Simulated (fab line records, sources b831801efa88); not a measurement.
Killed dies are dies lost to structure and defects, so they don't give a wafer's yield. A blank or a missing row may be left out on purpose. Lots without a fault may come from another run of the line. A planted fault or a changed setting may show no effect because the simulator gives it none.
Problem report in the 8D (eight disciplines) form, filled by code | flow gf180mcu | the parts of the form that need people (team, actions taken, sign-off) are left out

1. THE PROBLEM
developer_temp_C at GF_V5_DEVELOP_13 reads a mean of 20.21 C on 6 wafers of 2 lots; wafers without a fault read 21.02 C with a standard deviation of 0.1. That is -8.1 standard deviations from the usual mean.
The step: develop time 60 s.
First seen on wafer L888.3, day 31 11:13, on litho_track-02. The record holds 36 wafers of 12 lots with a number at this step. Rule for "out", or "out of limits": more than 4 standard deviations from the usual mean. The other wafers with a number count as sound.

2. WHAT IT IS AND WHAT IT IS NOT
question                    | is                     | is not
which readings at this step | developer_temp_C       | -
which lots                  | L888, L890             | L875, L876, L878, L879, L880, L881, L882, L883, L884, L885
which wafers of those lots  | all that have a number | -
read on which tools         | litho_track-02         | litho_track-01, litho_track-04
when                        | from day 31 11:13      | up to then (30 sound wafers)

3. SUSPECTS, AND WHAT RULES EACH OUT
Counting: a tool at a process step up to the reading stays a suspect if it ran every lot that is out and no sound lot after the first of them.
- rie_diel-01 at GF_M5_ETCH_09 (etches Si3N4 in CF4/O2, target depth 52 nm, time 11.6 s): kept. It ran every lot that is out, first L888 (day 30 16:33), and no sound lot after that; its last sound lot up to then is L881 (day 28 17:03).
- litho_track-02 at GF_V5_DEVELOP_13 (develop time 60 s): kept. It ran every lot that is out, first L888 (day 31 11:13), and no sound lot after that; its last sound lot up to then is L884 (day 30 12:01). Its own readings are out on those wafers: developer_temp_C.
Left after counting: rie_diel-01 at GF_M5_ETCH_09, litho_track-02 at GF_V5_DEVELOP_13.

4. THE CAUSE (what the simulator had put in)
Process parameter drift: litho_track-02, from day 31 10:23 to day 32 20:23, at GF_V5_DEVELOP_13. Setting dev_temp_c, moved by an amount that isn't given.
Counting left 2 suspects, and this tool is among them.

5. THE CHAIN OF EFFECTS, in route order
Each row: a reading whose mean over the struck wafers that have a number lies more than 3 standard deviations from the usual. Only readings for which the record gives a usual standard deviation are gone through. hours: the time from each lot's start at the first step in this table that gives one to its start at this step, as a median over the lots. sigmas: the change in usual standard deviations.
hours | step             | reading          | usual   | on struck wafers | change | sigmas
0     | GF_V5_DEVELOP_13 | developer_temp_C | 21.02 C | 20.21            | -0.81  | -8.1
The process steps in it:
- GF_V5_DEVELOP_13: develop time 60 s.

6. WHAT WOULD HAVE CAUGHT IT SOONER
In this record the first reading out of limits was taken at day 31 11:13, 1 hour after the fault began at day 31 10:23.
